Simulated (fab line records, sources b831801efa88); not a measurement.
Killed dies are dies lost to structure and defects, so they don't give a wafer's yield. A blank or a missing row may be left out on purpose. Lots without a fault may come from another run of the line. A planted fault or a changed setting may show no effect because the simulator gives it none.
fab line records | flow gf180mcu
record lots=13 wafers=39 last_day=34
route steps=602 shown MVSD@74 M2@364 V2@383
lots that met no fault: from a run of the same line without faults
start_h: hours from the record's first day to the start of the lot's first wafer shown | wait_h: hours since the lot's step before | " the same as in the row above | L1.1+2: a row that stands for several wafers | - no value, or no start given | * or withheld: withheld | < > ~ a bound
route shown NAME@n: a module of which the file shows steps, and the number in the route of the first | usual: mean/standard deviation of fault-free wafers | same: alike in all rows | chamber/n: place in a boat | sites: the reading at each site | _std_site: their standard deviation | _edge_site: outer sites' mean less inner sites' | radius_mm: how far each site lies from the wafer's centre | mask NAME#n: copy n | behind: the tool/chamber that last shaped the wafer | hold: why the lot was held/for how many hours/how that ended | device: the transistor (n, p or np) that didn't switch | end of line: the same wafers' tests at the end of the route | a step without rows: its recipe alone | killed: dies lost to structure and defects at the first sort, not the wafer's yield | map: a wafer's dies, x killed, . not, _ none there
set.NAME: the setting as run; set.NAME@STEP: as run at that earlier step | model.NAME: the simulator's own value behind a step, which no gauge read
steps of the route over a sample of lots; a table a step, a row a wafer
services: from which hour (start_h, from the record's first day; less than 0 if before it) a tool's chamber was out of use, for how many hours, and why
## steps
# step GF_MVSD_IMPLANT_08
# recipe species=P energy_kev=400 dose_cm2=1.6e+13 tilt_deg=0
# usual dose_ions_cm2=1.6002e+13/2e+10 faraday_current_uA=90.6/1.9
# columns lot.wafer tool chamber start_h wait_h dose_ions_cm2 faraday_current_uA
L643.3 implanter-04 0 81.00 0.1 1.6006e+13 91.7
L643.5 " 0 " " 1.602e+13 90.7
L643.6 " 0 " " 1.6e+13 89.9
L645.4 implanter-04 0 97.07 0.1 1.5984e+13 92.2
L645.5 " 0 " " 1.6009e+13 90.8
L645.6 " 0 " " 1.5991e+13 89.3
L646.1 implanter-04 0 100.29 0.0 1.6e+13 90.0
L646.2 " 0 " " 1.6006e+13 90.8
L646.5 " 0 " " 1.6012e+13 87.7
L648.1 implanter-04 0 112.24 0.0 1.6049e+13 92.1
L648.3 " 0 " " 1.6036e+13 92.9
L648.6 " 0 " " 1.606e+13 90.4
L649.4 implanter-04 0 118.76 0.1 1.5996e+13 92.4
L649.5 " 0 " " 1.6018e+13 89.7
L649.6 " 0 " " 1.6014e+13 91.5
L651.1 implanter-01 0 128.74 0.0 1.5995e+13 94.0
L651.2 " 0 " " 1.5971e+13 94.2
L651.3 " 0 " " 1.5988e+13 88.0
L653.2 implanter-01 0 140.56 0.0 1.9852e+13 108.6
L653.3 " 0 " " 1.9838e+13 115.2
L653.4 " 0 " " 1.9828e+13 114.5
L654.2 implanter-04 0 145.77 0.0 1.6018e+13 89.1
L654.4 " 0 " " 1.6029e+13 90.3
L654.5 " 0 " " 1.6017e+13 87.2
L655.1 implanter-01 0 151.79 0.0 1.9847e+13 112.8
L655.2 " 0 " " 1.9846e+13 113.6
L655.5 " 0 " " 1.9849e+13 114.1
L663.2 implanter-02 0 198.82 0.0 1.6026e+13 93.2
L663.3 " 0 " " 1.6009e+13 89.3
L663.6 " 0 " " 1.6026e+13 91.5
L664.1 implanter-04 0 202.58 0.0 1.6004e+13 93.3
L664.4 " 0 " " 1.6027e+13 89.4
L664.6 " 0 " " 1.5987e+13 89.6
L665.1 implanter-01 0 213.98 0.0 1.5966e+13 89.3
L665.2 " 0 " " 1.5956e+13 93.1
L665.6 " 0 " " 1.5994e+13 88.2
L666.1 implanter-01 0 222.63 0.0 1.602e+13 90.2
L666.2 " 0 " " 1.6004e+13 88.4
L666.4 " 0 " " 1.5999e+13 90.5
# step GF_MVSD_TW_MEAS_11
# usual MVSD_TW=1582/11
# columns lot.wafer tool chamber start_h wait_h hold MVSD_TW
L643.3 film_metro-04 - 81.37 0.1 - 1574
L643.5 " - " " - 1576
L643.6 " - " " - 1581
L645.4 film_metro-04 - 97.43 0.1 - 1573
L645.5 " - " " - 1570
L645.6 " - " " - 1567
L646.1 film_metro-03 - 100.69 0.1 - 1598
L646.2 " - " " - 1595
L646.5 " - " " - 1583
L648.1 film_metro-04 - 112.64 0.1 - 1566
L648.3 " - " " - 1578
L648.6 " - " " - 1566
L649.4 film_metro-01 - 119.11 0.1 - 1580
L649.5 " - " " - 1579
L649.6 " - " " - 1572
L651.1 film_metro-03 - 129.14 0.1 - 1595
L651.2 " - " " - 1596
L651.3 " - " " - 1596
L653.2 film_metro-03 - 140.94 0.1 await_dispo/0.2h/release 1697
L653.3 " - " " await_dispo/0.2h/release 1699
L653.4 " - " " await_dispo/0.2h/release 1699
L653.2 film_metro-03 - 141.17 0.2 - 1705
L653.3 " - " " - 1694
L653.4 " - " " - 1693
L654.2 film_metro-03 - 146.15 0.1 - 1581
L654.4 " - " " - 1575
L654.5 " - " " - 1578
L655.1 film_metro-03 - 152.19 0.1 await_dispo/0.2h/release 1696
L655.2 " - " " await_dispo/0.2h/release 1706
L655.5 " - " " await_dispo/0.2h/release 1696
L655.1 film_metro-03 - 152.42 0.2 - 1688
L655.2 " - " " - 1696
L655.5 " - " " - 1695
L663.2 film_metro-03 - 199.21 0.1 - 1603
L663.3 " - " " - 1594
L663.6 " - " " - 1594
L664.1 film_metro-03 - 202.98 0.1 - 1603
L664.4 " - " " - 1601
L664.6 " - " " - 1593
L665.1 film_metro-01 - 214.38 0.1 - 1573
L665.2 " - " " - 1577
L665.6 " - " " - 1583
L666.1 film_metro-01 - 223.03 0.1 - 1587
L666.2 " - " " - 1587
L666.4 " - " " - 1596
# step GF_VT_IMPLANT_RS_MEAS_46
# recipe thk_meas_gauge=four-point-probe
# usual MVSD_RS=457.2/1
# columns lot.wafer tool chamber start_h wait_h hold MVSD_RS[ohm/sq]
L643.3 film_metro-03 - 154.45 0.1 - 456.7
L643.5 " - " " - 456.3
L643.6 " - " " - 456.8
L645.4 film_metro-04 - 171.42 0.1 - 457.5
L645.5 " - " " - 456.2
L645.6 " - " " - 456.5
L646.1 film_metro-04 - 176.59 0.1 - 455.9
L646.2 " - " " - 457.2
L646.5 " - " " - 457.2
L648.1 film_metro-01 - 190.69 0.1 - 458.2
L648.3 " - " " - 458.4
L648.6 " - " " - 457.9
L649.4 film_metro-04 - 197.45 0.1 - 457.4
L649.5 " - " " - 458.6
L649.6 " - " " - 458.6
L651.1 film_metro-01 - 210.95 0.1 - 457.2
L651.2 " - " " - 456.3
L651.3 " - " " - 456.2
L653.2 film_metro-01 - 224.41 0.1 await_dispo/0.2h/release 409.0
L653.3 " - " " await_dispo/0.2h/release 409.2
L653.4 " - " " await_dispo/0.2h/release 409.0
L653.2 film_metro-01 - 224.77 0.3 - 409.7
L653.3 " - " " - 409.3
L653.4 " - " " - 409.0
L654.2 film_metro-04 - 231.58 0.1 - 458.4
L654.4 " - " " - 458.7
L654.5 " - " " - 457.7
L655.1 film_metro-04 - 237.09 0.1 await_dispo/0.2h/release 410.1
L655.2 " - " " await_dispo/0.2h/release 408.9
L655.5 " - " " await_dispo/0.2h/release 409.1
L655.1 film_metro-04 - 237.45 0.3 - 408.9
L655.2 " - " " - 409.1
L655.5 " - " " - 409.8
L663.2 film_metro-03 - 293.66 0.1 - 458.4
L663.3 " - " " - 458.1
L663.6 " - " " - 458.5
L664.1 film_metro-04 - 296.85 0.1 - 457.0
L664.4 " - " " - 456.1
L664.6 " - " " - 457.0
L665.1 film_metro-03 - 311.65 0.1 - 457.6
L665.2 " - " " - 456.4
L665.6 " - " " - 456.5
L666.1 film_metro-01 - 321.86 0.1 - 459.1
L666.2 " - " " - 458.7
L666.4 " - " " - 458.5
# step GF_M2_SPUTTER_02
# recipe material=AlCu target_thk_nm=450 power_w=10600 time_s=23.9 chamber_pressure_pa=0.4
# usual cathode_dc_power_W=10600/1.9 throttle_valve_pct=29.6/0.95
# columns lot.wafer tool chamber start_h wait_h cathode_dc_power_W throttle_valve_pct
L643.3 pvd_sputter-03 - 407.29 0.0 10602 29.9
L643.5 " - " " 10602 30.1
L643.6 " - " " 10600 30.6
L645.4 pvd_sputter-01 - 427.59 0.0 10600 29.0
L645.5 " - " " 10602 29.2
L645.6 " - " " 10597 29.5
L646.1 pvd_sputter-03 - 437.45 0.0 10598 30.0
L646.2 " - " " 10603 31.3
L646.5 " - " " 10602 30.2
L648.1 pvd_sputter-04 - 465.54 0.0 10595 30.8
L648.3 " - " " 10600 27.6
L648.6 " - " " 10599 30.1
L649.4 pvd_sputter-01 - 470.25 0.0 10601 30.8
L649.5 " - " " 10598 30.8
L649.6 " - " " 10599 29.4
L651.1 pvd_sputter-04 - 488.80 0.0 10600 31.1
L651.2 " - " " 10599 29.9
L651.3 " - " " 10601 27.4
L654.2 pvd_sputter-01 - 511.95 0.0 10599 30.8
L654.4 " - " " 10600 29.6
L654.5 " - " " 10596 29.8
L663.2 pvd_sputter-01 - 583.41 0.0 10602 31.1
L663.3 " - " " 10599 29.4
L663.6 " - " " 10601 29.1
L664.1 pvd_sputter-01 - 586.25 0.0 10600 29.5
L664.4 " - " " 10599 30.8
L664.6 " - " " 10601 28.9
L665.1 pvd_sputter-01 - 601.74 0.0 10599 30.9
L665.2 " - " " 10604 29.4
L665.6 " - " " 10602 29.5
L666.1 pvd_sputter-01 - 613.48 0.0 10601 30.8
L666.2 " - " " 10600 29.5
L666.4 " - " " 10599 29.0
# step GF_M2_THK_MEAS_06
# recipe thk_meas_gauge=xrf reads=AlCu_of_M2_SPUTTER_02
# usual M2_ALCU_THK=441/5.6
# columns lot.wafer tool chamber start_h wait_h M2_ALCU_THK[nm]
L643.3 film_metro-03 - 407.52 0.1 441
L643.5 " - " " 446
L643.6 " - " " 447
L645.4 film_metro-02 - 427.83 0.1 436
L645.5 " - " " 443
L645.6 " - " " 435
L646.1 film_metro-03 - 437.66 0.1 436
L646.2 " - " " 439
L646.5 " - " " 435
L648.1 film_metro-03 - 465.75 0.1 441
L648.3 " - " " 434
L648.6 " - " " 439
L649.4 film_metro-02 - 470.49 0.1 442
L649.5 " - " " 433
L649.6 " - " " 439
L651.1 film_metro-02 - 489.01 0.1 441
L651.2 " - " " 446
L651.3 " - " " 441
L654.2 film_metro-02 - 512.17 0.1 430
L654.4 " - " " 433
L654.5 " - " " 430
L663.2 film_metro-02 - 583.72 0.1 438
L663.3 " - " " 444
L663.6 " - " " 442
L664.1 film_metro-02 - 586.52 0.1 445
L664.4 " - " " 441
L664.6 " - " " 440
L665.1 film_metro-02 - 601.95 0.1 433
L665.2 " - " " 438
L665.6 " - " " 438
L666.1 film_metro-02 - 613.72 0.1 435
L666.2 " - " " 437
L666.4 " - " " 439
# step GF_V2_THK_MEAS_01
# recipe reads=SiO2_of_V2_CVD_00
# usual V2_CVD_00_THK=601/4.8
# columns lot.wafer tool chamber start_h wait_h V2_CVD_00_THK[nm]
L643.3 film_metro-01 - 432.55 0.1 604
L643.5 " - " " 600
L643.6 " - " " 606
L645.4 film_metro-03 - 452.84 0.1 604
L645.5 " - " " 596
L645.6 " - " " 594
L646.1 film_metro-04 - 462.71 0.1 592
L646.2 " - " " 596
L646.5 " - " " 594
L648.1 film_metro-03 - 490.38 0.1 594
L648.3 " - " " 592
L648.6 " - " " 597
L649.4 film_metro-03 - 494.78 0.0 598
L649.5 " - " " 599
L649.6 " - " " 602
L651.1 film_metro-03 - 513.32 0.1 607
L651.2 " - " " 602
L651.3 " - " " 608
L654.2 film_metro-03 - 535.83 0.0 597
L654.4 " - " " 605
L654.5 " - " " 604
L663.2 film_metro-04 - 605.65 0.1 601
L663.3 " - " " 598
L663.6 " - " " 597
L664.1 film_metro-04 - 606.81 0.0 603
L664.4 " - " " 607
L664.6 " - " " 600
L665.1 film_metro-04 - 623.22 0.1 607
L665.2 " - " " 597
L665.6 " - " " 608
L666.1 film_metro-03 - 634.51 0.0 593
L666.2 " - " " 605
L666.4 " - " " 595
## services
# columns tool chamber start_h hours kind
pvd_sputter-03 - 74.19 1.4 repair
pvd_sputter-04 - 142.62 7.3 repair
pvd_sputter-03 - 150.91 1.1 repair
pvd_sputter-01 - 173.99 1.2 repair
implanter-04 - 186.62 2.3 repair
implanter-01 - 214.28 2.9 pm
pvd_sputter-04 - 215.67 1.5 repair
implanter-04 - 249.98 4.7 pm
pvd_sputter-04 - 273.67 5.6 repair
pvd_sputter-01 - 331.58 0.5 repair
pvd_sputter-03 - 349.66 1.9 repair
implanter-01 - 351.16 1.3 repair
implanter-01 - 375.16 2.2 repair
implanter-04 - 382.41 4.0 pm
pvd_sputter-04 - 394.77 1.7 repair
implanter-01 - 398.79 3.6 repair
implanter-04 - 402.82 3.8 repair
pvd_sputter-03 - 459.80 21.7 repair
implanter-04 - 460.72 100.3 pm
implanter-01 - 471.52 4.9 repair
implanter-01 - 482.69 5.3 pm
implanter-01 - 503.90 32.6 repair
pvd_sputter-01 - 559.42 13.3 repair
implanter-04 - 565.59 1.3 repair
## key
first_sign step=GF_MVSD_IMPLANT_08 reading=dose_ions_cm2 direction=up sigmas=99+ usual=1.6002e+13 struck=1.9843e+13
effect step=GF_MVSD_IMPLANT_08 reading=faraday_current_uA direction=up sigmas=12 usual=90.6 struck=113.2
effect step=GF_MVSD_TW_MEAS_11 reading=visit direction=added
effect step=GF_MVSD_TW_MEAS_11 reading=MVSD_TW direction=up sigmas=11 usual=1582 struck=1699
effect step=GF_VT_IMPLANT_RS_MEAS_46 reading=MVSD_RS direction=down sigmas=46 usual=457.2 struck=409.2
met_at GF_MVSD_IMPLANT_08
struck_lots L653,L655
scrapped_behind GF_VT_IMPLANT_RS_MEAS_46 L653.2,L653.3,L653.4,L655.1,L655.2,L655.5
not_acting_at GF_M2_SPUTTER_02,GF_M2_THK_MEAS_06,GF_V2_THK_MEAS_01
onset_between 128.74 140.56
fault kind=process_parameter_drift tool=implanter-01 chamber=- onset_h=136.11 steps=GF_MVSD_IMPLANT_08 channel=dose_cm2 offset=3.8332e+12 shape=step end_h=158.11 acts_in=these_recipes_only stated=1.6e+13
